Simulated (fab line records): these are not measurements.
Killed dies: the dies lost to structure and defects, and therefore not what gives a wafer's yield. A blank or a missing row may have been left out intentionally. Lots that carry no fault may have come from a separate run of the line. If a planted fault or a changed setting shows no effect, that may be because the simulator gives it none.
Code-filled problem report in 8D (eight disciplines) form :: flow sky130 :: the parts of the form that need people (team, actions taken, sign-off) are left out

1. THE ISSUE
Wafers free of any fault read 3.98 nm (standard deviation 0.083) for POLY_GATE_OXIDATION_THK at SKY_POLY_GATE_THK_MEAS_21, against a mean of 5.07 nm on 9 wafers of 3 lots. Relative to the usual mean, that is a shift of +13 standard deviations.
Earliest sighting: wafer L799.1 on film_metro-03 at day 19 15:10. The record holds 33 wafers of 11 lots with a number at this step. By rule, "out" or "out of limits" means more than 4 standard deviations away from the usual mean. All remaining wafers that have a number are taken as sound.

2. WHAT IT IS, AND WHAT IT ISN'T
question: which readings at this step
is: POLY_GATE_OXIDATION_THK
is not: -

question: which lots
is: L799, L800, L801
is not: L794, L805, L808, L809, L810, L811, L812, L816

question: which wafers of those lots
is: all that have a number
is not: -

question: read on which gauges
is: film_metro-02, film_metro-03
is not: film_metro-01

question: when
is: from day 19 15:10
is not: up to then (3 sound wafers); but 21 sound wafers of L805, L808, L809, L810, L811, L812, L816 came after

3. SUSPECTS, AND WHAT RULES EACH OUT
Counting: any tool at a process step up to the reading is kept as a suspect provided that every lot that is out went through it and no sound lot did after the first of them.
- the gauge at SKY_POLY_GATE_THK_MEAS_21: ruled out. Those wafers that are out were read across 2 gauges (film_metro-02, film_metro-03).
- furnace-01 at SKY_POLY_GATE_OXIDATION_20 (stabilise 600 s, purge 300 s, target thk 4 nm): ruled out as a lasting fault. Following L799 (day 19 13:55), the first lot on it that is out, the sound lots L808, L810, L809, L811, L816 were run on it.
Left after counting: nothing in the record.

4. THE CAUSE (what the simulator had put in)
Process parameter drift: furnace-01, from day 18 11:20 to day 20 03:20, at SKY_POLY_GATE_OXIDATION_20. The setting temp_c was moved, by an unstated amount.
The count ruled it out by mistake, since the rule takes a fault to strike every lot its tool runs from the start of the fault on, and this one did not do so.

5. THE CHAIN OF EFFECTS, in route order
One row per reading whose mean, taken over the struck wafers that have a number, lies over 3 standard deviations from the usual. Scope: only readings with a usual standard deviation given in the record; hours: median across lots of the time from each lot's start at the first step in this table that gives one to its start at this step; sigmas: change in usual standard deviations.
hours: 0
step: SKY_POLY_GATE_OXIDATION_20
reading: spike_tc_bottom_C
usual: 871 C
on struck wafers: 893
change: +22
sigmas: +5.6

hours: 0
step: SKY_POLY_GATE_OXIDATION_20
reading: spike_tc_centre_C
usual: 849.8 C
on struck wafers: 868.9
change: +19.1
sigmas: +17

hours: 0
step: SKY_POLY_GATE_OXIDATION_20
reading: spike_tc_lower_C
usual: 849.8 C
on struck wafers: 868.2
change: +18.4
sigmas: +17

hours: 0
step: SKY_POLY_GATE_OXIDATION_20
reading: spike_tc_top_C
usual: 863.6 C
on struck wafers: 882.7
change: +19.1
sigmas: +17

hours: 0
step: SKY_POLY_GATE_OXIDATION_20
reading: spike_tc_upper_C
usual: 848.6 C
on struck wafers: 868.4
change: +19.8
sigmas: +18

hours: 0
step: SKY_POLY_GATE_OXIDATION_20
reading: tube_center_temp_C
usual: 850 C
on struck wafers: 869
change: +19
sigmas: +99 or more

hours: 0
step: SKY_POLY_GATE_OXIDATION_20
reading: tube_center_temp_C_max
usual: 852.2
on struck wafers: 871.8
change: +19.6
sigmas: +59

hours: 0
step: SKY_POLY_GATE_OXIDATION_20
reading: zone_power_top_pct
usual: 31.2 %
on struck wafers: 32.4
change: +1.2
sigmas: +3.7

hours: 0
step: SKY_POLY_GATE_OXIDATION_20
reading: zone_power_upper_pct
usual: 16.63 %
on struck wafers: 17.40
change: +0.77
sigmas: +4.5

hours: 1
step: SKY_POLY_GATE_THK_MEAS_21
reading: POLY_GATE_OXIDATION_THK
usual: 3.98 nm
on struck wafers: 5.07
change: +1.09
sigmas: +13
It contains these process steps:
- SKY_POLY_GATE_OXIDATION_20: stabilise 600 s, purge 300 s, target thk 4 nm.

6. WHAT WOULD HAVE CAUGHT IT SOONER
The first out-of-limits reading at a measuring or inspecting step in this record came at day 19 15:10, 28 hours after the fault's start at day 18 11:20.
At SKY_POLY_GATE_OXIDATION_20, the tool's own readings (spike_tc_bottom_C, spike_tc_centre_C, spike_tc_lower_C, spike_tc_top_C, spike_tc_upper_C, tube_center_temp_C, tube_center_temp_C_max) were out on each struck wafer the step has a row for, so an alarm limit on them would have fired on the first such wafer.
